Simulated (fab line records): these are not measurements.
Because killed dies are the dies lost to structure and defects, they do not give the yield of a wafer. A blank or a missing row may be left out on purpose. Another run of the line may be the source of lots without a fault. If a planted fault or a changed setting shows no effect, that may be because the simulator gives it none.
Which tool is to blame? | flow gf180mcu | Sampling: 7 lots, 21 wafers, 2 of 602 route steps

== WHAT THE GAUGES READ, wafer by wafer ==
GF_V5_THK_MEAS_03.
lot  | measured     | on            | V5_CVD_02_THK (nm)
L239 | day 26 17:19 | film metro-02 | 1431 1451 1450
L242 | day 27 19:14 | film metro-01 | 1432 1461 1455
L245 | day 28 11:11 | film metro-01 | 1414 1447 1469
L247 | day 29 06:41 | film metro-01 | 1435 1469 1470
L252 | day 30 16:19 | film metro-02 | 1439 1452 1466
L257 | day 32 01:39 | film metro-03 | 1456 1455 1481
L259 | day 32 10:44 | film metro-02 | 1461 1479 1459

== TOOL THAT RAN EACH LOT (tool first, then ch and the chambers of the sampled wafers, then the start) ==
lot  | GF_V4_CVD_23
L239 | cvd w-01 ch 0,1, day 24 21:09
L242 | cvd w-02 ch 0,1, day 25 23:14
L245 | cvd w-01 ch 0,1, day 26 17:20
L247 | cvd w-01 ch 0,1, day 27 13:35
L252 | cvd w-02 ch 0,1, day 29 00:35
L257 | cvd w-01 ch 0,1, day 30 11:27
L259 | cvd w-02 ch 0,1, day 30 21:50
- GF_V4_CVD_23: deposits W, target thk 350 nm, time 104.9 s.

== THE ANSWER, worked out from the rows above alone ==
Rule: the usual values come from the lots themselves. Put in order of their means at a reading, lots are off if they are a third of the lots or fewer, leave a main group of 4 or more, and stand apart from it by a gap of 3 or more times the standard deviation of the main group's means; of several such gaps the widest counts. A main group is skipped when, at the precision printed for the reading in the tables above, its means are all equal. Also off: a lot with no number at a reading for which 4 or more lots have one. All remaining lots with rows at the step are treated as sound.
Across all readings shown, no lot is off: no conclusion can be drawn from this.

== WHAT THE SIMULATOR HAD INSERTED ==
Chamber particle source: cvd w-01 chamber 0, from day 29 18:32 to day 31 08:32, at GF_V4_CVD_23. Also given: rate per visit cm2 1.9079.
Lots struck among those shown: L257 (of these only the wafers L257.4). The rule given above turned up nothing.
